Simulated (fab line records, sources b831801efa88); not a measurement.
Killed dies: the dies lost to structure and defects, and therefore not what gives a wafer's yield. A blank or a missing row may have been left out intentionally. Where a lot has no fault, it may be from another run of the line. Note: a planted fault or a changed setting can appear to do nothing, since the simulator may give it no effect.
Which tool did it?    flow sky130    12 lots, 36 wafers sampled, at 1 step of a route of 708

== WHAT EACH GAUGE READ, for each wafer ==
SKY_VIA3_RS_MEAS_22: uses a four-point probe to measure.
lot   measured      on             VIA3_W_RS (ohm/sq)
L928  day 40 03:16  film metro-02  0.297 0.292 0.297
L930  day 40 07:34  film metro-04  0.294 0.295 0.289
L931  day 40 11:12  film metro-04  0.299 0.296 0.299
L933  day 41 07:23  film metro-03  0.300 0.292 0.294
L934  day 41 11:53  film metro-02  0.295 0.296 0.296
L935  day 41 20:34  film metro-03  0.293 0.288 0.290
L936  day 41 21:43  film metro-03  0.292 0.293 0.290
L937  day 42 09:58  film metro-03  0.294 0.296 0.300
L938  day 42 23:56  film metro-04  0.292 0.293 0.294
L942  day 44 00:20  film metro-04  0.292 0.289 0.290
L943  day 44 05:32  film metro-04  0.297 0.297 0.292
L950  day 45 16:37  film metro-02  0.287 0.295 0.297

== WHICH TOOL RAN EACH LOT (tool, then ch and the chambers of the sampled wafers, then the start) ==
The record shows no process step preceding these readings.

== WHAT THE TOOLS THEMSELVES READ (means of the sampled wafers that have a number; where no wafer has one, the mark that the record gives instead) ==
The record holds no such reading with a usual standard deviation.

== THE ANSWER, worked out from the rows above alone ==
Rule: usual is defined by the lots themselves. Put in order of their means at a reading, lots are off if they are a third of the lots or fewer, leave a main group of 4 or more, and stand apart from it by a gap of 3 or more times the standard deviation of the main group's means; of several such gaps the widest counts. If all means in a main group match to the digits the tables above print for the reading, that group is not used. A lot without any number at a reading at which 4 lots or more have one is off too. The other lots that the step has rows for count as sound. The gauges are gone through in route order, then the tools' own readings, and for those a lot's mean is taken as printed above. At the first step where some lot is off, the reading lying furthest off is the one used; lots without a number count as furthest.
No lot is off at any reading shown: from this, nothing can be told.

== WHAT HAD BEEN PUT IN BY THE SIMULATOR ==
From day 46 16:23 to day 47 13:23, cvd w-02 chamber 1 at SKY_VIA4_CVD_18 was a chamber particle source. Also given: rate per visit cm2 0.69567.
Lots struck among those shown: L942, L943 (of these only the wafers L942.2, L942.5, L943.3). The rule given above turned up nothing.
